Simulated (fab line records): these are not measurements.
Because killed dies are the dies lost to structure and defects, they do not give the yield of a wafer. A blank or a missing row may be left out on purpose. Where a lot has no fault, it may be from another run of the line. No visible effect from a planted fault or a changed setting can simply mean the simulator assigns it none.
A single fault, viewed from 2 desks + flow sky130 + each desk holds nothing but its own numbers, with what lay behind them at the end

METROLOGY DESK
What the gauges read, lot by lot, whatever tool the lot ran on: means of the sampled wafers that have a number. If a lot's mean is further than 4 standard deviations from the usual mean, the lot is out of limits and carries the mark OUT (the distance appears in the brackets).
Columns: A = METAL2_OVL at SKY_METAL2_OVL_MEAS_16, usual 3 nm
| lot  | first seen here | A  |
|------|-----------------|----|
| L285 | day 34 13:53    | 10 |
| L288 | day 35 21:26    | 3  |
| L290 | day 36 16:25    | 0  |
| L295 | day 38 02:05    | 2  |
| L298 | day 38 23:18    | 2  |
| L299 | day 39 06:44    | 6  |
| L301 | day 40 17:20    | 5  |
| L302 | day 40 20:43    | 4  |
| L306 | day 41 23:28    | 3  |
| L305 | day 41 23:49    | 5  |
This desk's verdict: no lot among the 10 shows anything out of limits.

TOOL OWNER'S DESK, rieMetal-04
The tool's own readings at SKY_METAL2_METAL_ETCH_19 (etches the open film in Cl2/BCl3, stops on SiO2, target depth 360 nm, time 78 s): means of the sampled wafers that have a number, for each lot that ran on this tool. If a lot's mean is further than 4 standard deviations from the usual mean, the lot is out of limits and carries the mark OUT (the distance appears in the brackets).
Columns: A = drypumpMotorCurrentA at SKY_METAL2_METAL_ETCH_19, usual 5.6 A; B = mfcCl2Sccm at SKY_METAL2_METAL_ETCH_19, usual 59.98 sccm; C = oesProductAu at SKY_METAL2_METAL_ETCH_19, usual 0.854 a.u.; D = throttleValvePct at SKY_METAL2_METAL_ETCH_19, usual 22.265 %
| lot  | first seen here | A   | B     | C     | D      |
|------|-----------------|-----|-------|-------|--------|
| L285 | day 34 14:01    | 5.6 | 60.08 | 0.856 | 22.261 |
| L288 | day 35 21:34    | 5.7 | 60.08 | 0.852 | 22.261 |
| L295 | day 38 02:13    | 5.6 | 59.93 | 0.858 | 22.261 |
| L298 | day 38 23:27    | 5.6 | 60.02 | 0.856 | 22.269 |
| L306 | day 41 23:37    | 5.7 | 60.07 | 0.850 | 22.261 |
This desk's verdict: no lot among the 5 shows anything out of limits.

BROUGHT TOGETHER
Metrology desk: nothing out of limits seen.
Nothing out of limits was seen by the tool owner's desk.

WHAT THE SIMULATOR PUT IN
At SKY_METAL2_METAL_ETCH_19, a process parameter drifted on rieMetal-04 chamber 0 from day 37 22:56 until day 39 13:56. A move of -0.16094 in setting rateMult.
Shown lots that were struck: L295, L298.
